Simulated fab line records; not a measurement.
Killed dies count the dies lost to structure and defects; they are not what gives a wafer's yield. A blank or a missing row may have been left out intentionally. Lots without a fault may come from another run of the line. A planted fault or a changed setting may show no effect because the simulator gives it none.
2 desks looking at one fault :: flow gf180mcu :: every desk sees just its own numbers, and what lay behind them comes last

## TOOL OWNER'S DESK, cvdW-01
The tool's own readings at GF_V4_CVD_23 (deposits W, target thk 350 nm, time 104.9 s): means of the sampled wafers that have a number, for each lot that ran on this tool. Any lot whose mean is over 4 standard deviations away from the usual mean is out of limits and marked OUT; that distance is given in the brackets.
Columns: A = chamberPressureTorr at GF_V4_CVD_23, usual 39.99 Torr; B = heaterPowerW at GF_V4_CVD_23, usual 820 W; C = susceptorTempC at GF_V4_CVD_23, usual 400.00 C
lot: L240
first seen here: day 25 06:18
A: 39.99
B: 796
C: 400.07

lot: L244
first seen here: day 26 18:48
A: 39.88
B: 796
C: 399.91

lot: L245
first seen here: day 27 03:37
A: 40.00
B: 800
C: 399.90

lot: L246
first seen here: day 27 07:35
A: 39.97
B: 866
C: 399.78

lot: L247
first seen here: day 27 20:01
A: 40.01
B: 877
C: 399.97

lot: L249
first seen here: day 28 04:36
A: 40.04
B: 794
C: 400.04

lot: L259
first seen here: day 31 00:32
A: 40.05
B: 882
C: 399.99
This desk's finding: nothing out of limits on any of the 7 lots.

## THE METROLOGY DESK
Lot by lot, what the gauges showed, no matter which tool ran the lot: averages of those sampled wafers that carry a number. Any lot whose mean is over 4 standard deviations away from the usual mean is out of limits and marked OUT; that distance is given in the brackets.
Columns: A = M4_ALCU_THK at GF_M4_THK_MEAS_06, usual 457 nm; B = M4_OVL at GF_M4_OVL_MEAS_15, usual -1 nm; C = cdNm at GF_V4_CD_MEAS_14, usual 259.9 nm; D = V4_W_RS at GF_V4_RS_MEAS_24, usual 0.330 ohm/sq; E = V4_W_THK at GF_V4_THK_MEAS_25, usual 369 nm
lot: L240
first seen here: day 23 06:38
A: 456
B: -2
C: 261.4
D: 0.330
E: 374

lot: L241
first seen here: day 23 17:13
A: 453
B: -3
C: 259.8
D: 0.328
E: 368

lot: L244
first seen here: day 24 22:11
A: 460
B: 3
C: 260.2
D: 0.330
E: 367

lot: L245
first seen here: day 25 06:02
A: 462
B: 1
C: 260.9
D: 0.331
E: 369

lot: L246
first seen here: day 25 10:31
A: 462
B: -4
C: 260.1
D: 0.327
E: 374

lot: L247
first seen here: day 25 23:55
A: 457
B: 6
C: 260.1
D: 0.330
E: 372

lot: L249
first seen here: day 26 08:05
A: 452
B: -3
C: 259.1
D: 0.331
E: 370

lot: L250
first seen here: day 26 11:48
A: 454
B: -1
C: 259.8
D: 0.330
E: 369

lot: L256
first seen here: day 28 11:20
A: 459
B: 1
C: 259.4
D: 0.329
E: 371

lot: L259
first seen here: day 29 08:46
A: 454
B: 0
C: 260.3
D: 0.338
E: 360

lot: L262
first seen here: day 30 04:07
A: 460
B: -2
C: 260.2
D: 0.325
E: 366

lot: L263
first seen here: day 30 10:18
A: 460
B: -3
C: 258.5
D: 0.334
E: 365
This desk's finding: nothing out of limits on any of the 12 lots.

## BROUGHT TOGETHER
The desk of the tool owner found nothing out of limits.
At the metrology desk, nothing out of limits was observed.

## WHAT THE SIMULATOR HAD PUT IN
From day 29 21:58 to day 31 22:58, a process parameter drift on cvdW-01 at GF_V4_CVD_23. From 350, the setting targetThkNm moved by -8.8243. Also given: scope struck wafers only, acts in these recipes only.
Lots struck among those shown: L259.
